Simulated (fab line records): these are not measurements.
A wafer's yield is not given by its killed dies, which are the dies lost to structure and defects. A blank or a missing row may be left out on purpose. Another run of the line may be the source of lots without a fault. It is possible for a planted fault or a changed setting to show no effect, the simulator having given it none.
A struck lot beside a sound one -- flow sky130 -- 19 steps out of a route of 708
Sound: the wafers L998.1, L998.2, L998.4. Struck: wafers L111.2, L111.3, L111.4. At the end, the cause is stated.
Each step with rows lists, per side, the tool, then ch with its chambers, then its first start. Under that, the readings that differ: sound wafers -- struck wafers -- difference of the means -- sigmas: that difference in standard deviations of wafers without a fault.
alike: words and numbers the same on both sides, and readings whose means are apart by under 2 such deviations; not compared: readings that were withheld, readings missing a value for some wafer, numbers with overlapping values and no deviation given by the record, and bounds like >300 which may hide the same value.
The two part at a step that has a row with sigmas, a row that says differs or no value, or rows on one side only. When numbers do not overlap yet have no deviation, they are printed without sigmas and do not part them. A reading that every wafer of one side lacks parts them only if that side has two wafers or more.

SKY_METAL4_STRIP_19: strips in O2/N2.
  sound on plasma-asher-04 ch 0,1, day 42 18:25; struck on plasma-asher-04 ch 0,1, day 48 09:46
  alike: drypump-motor-current-A, oes-product-au, strip-time-to-endpoint-s
  not compared: rf-hours-counter-h
then, 4 steps without rows for these wafers: SKY_METAL4_STRIP_20 (strips in post etch residue remover, time 1200 s); SKY_METAL4_CLEAN_21 (cleans in IPA, time 180 s); SKY_METAL4_CLEAN_22 (cleans in O3/DIW); SKY_VIA4_HDPCVD_00 (deposits SiO2, target thk 1750 nm, time 291.7 s).
SKY_VIA4_THK_MEAS_01:
  sound on film-metro-01 at day 42 19:48; struck on film-metro-01 at day 48 10:33
  alike: VIA4_HDPCVD_THK
SKY_VIA4_CMP_02: polishes SiO2.
  sound on cmp-02 ch 0,2,3, day 42 19:56; struck on cmp-02 ch 1,2,3, day 48 10:41
  alike: motor-current-A
SKY_VIA4_BOW_MEAS_03:
  sound on film-metro-02 at day 42 20:11; struck on film-metro-01 at day 48 11:01
  alike: VIA4_BOW
then, 4 steps without rows for these wafers: SKY_VIA4_DEHYDRATE_04 (time 60 s); SKY_VIA4_HMDS_05 (prime time 60 s); SKY_VIA4_COAT_06 (resist thk 1140 nm); SKY_VIA4_SOFTBAKE_07 (time 60 s).
SKY_VIA4_EXPOSE_08: exposes mask VIM4, target cd 800 nm.
  sound on iline-stepper-01 ch 0, day 43 06:38; struck on iline-stepper-02 ch 0, day 48 19:36
reading,sound,struck,difference,sigmas
exposure-dose-mJ-cm2,131.93 131.63 131.99,129.79 129.87 129.77,-2.04,-16
  alike: mask, focus-offset-nm
then, 2 steps without rows for these wafers: SKY_VIA4_PEB_09; SKY_VIA4_DEVELOP_10 (develop time 60 s).
SKY_VIA4_OVL_MEAS_11:
  sound on overlay-02 at day 43 18:41; struck on overlay-02 at day 49 04:15
  alike: VIA4_OVL
SKY_VIA4_ETCH_12: etches SiO2 in C4F8/O2/Ar, stops on TiN, target depth 580 nm.
  sound on rie-diel-03 ch 0,2,3, day 43 18:43; struck on rie-diel-03 ch 1,2, day 49 04:17
reading,sound,struck,difference,sigmas
model.VIA4.cd-nm (nm),801.2 800.8 799.5,796.5 795.5 796.9,-4.2,
  alike: oes-product-au
SKY_VIA4_STRIP_13: strips in O2/N2.
  sound on plasma-asher-03 ch 0,1, day 43 18:48; struck on plasma-asher-02 ch 0,1, day 49 04:21
  alike: drypump-motor-current-A, oes-product-au, strip-time-to-endpoint-s
  not compared: rf-hours-counter-h
-- the record jumps here: 2 days lie between the struck wafers' starts before and after (it left off in module VIA4 and takes up again in module PAD_OPEN, whose first step shown is number 708 of the route) --
SKY_PAD_OPEN_PROBE_99:
  sound on prober-01 at day 46 23:15; struck on prober-02 at day 51 14:34
reading,sound,struck,difference,sigmas
killed-short,31 25 34,33 52 47,+14,+2
  alike: defect-limited-yield, killed_at_M0_to_M3, killed_at_M4_up, killed-at-contacts, killed-at-front-end, killed-at-other, killed-dies, killed-open, sort_bin_3_pad_short, sort_bin_5_function, sort_bin_6_memory, sort-n-pass, sort-yield-pct

## WHERE THEY PART
Earliest at SKY_VIA4_EXPOSE_08; latest, in this record, at SKY_PAD_OPEN_PROBE_99.

WHY: whatever the simulator had introduced
Drift in process parameters on iline-stepper-02 at SKY_VIA4_EXPOSE_08, starting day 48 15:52. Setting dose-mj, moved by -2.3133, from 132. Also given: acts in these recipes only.
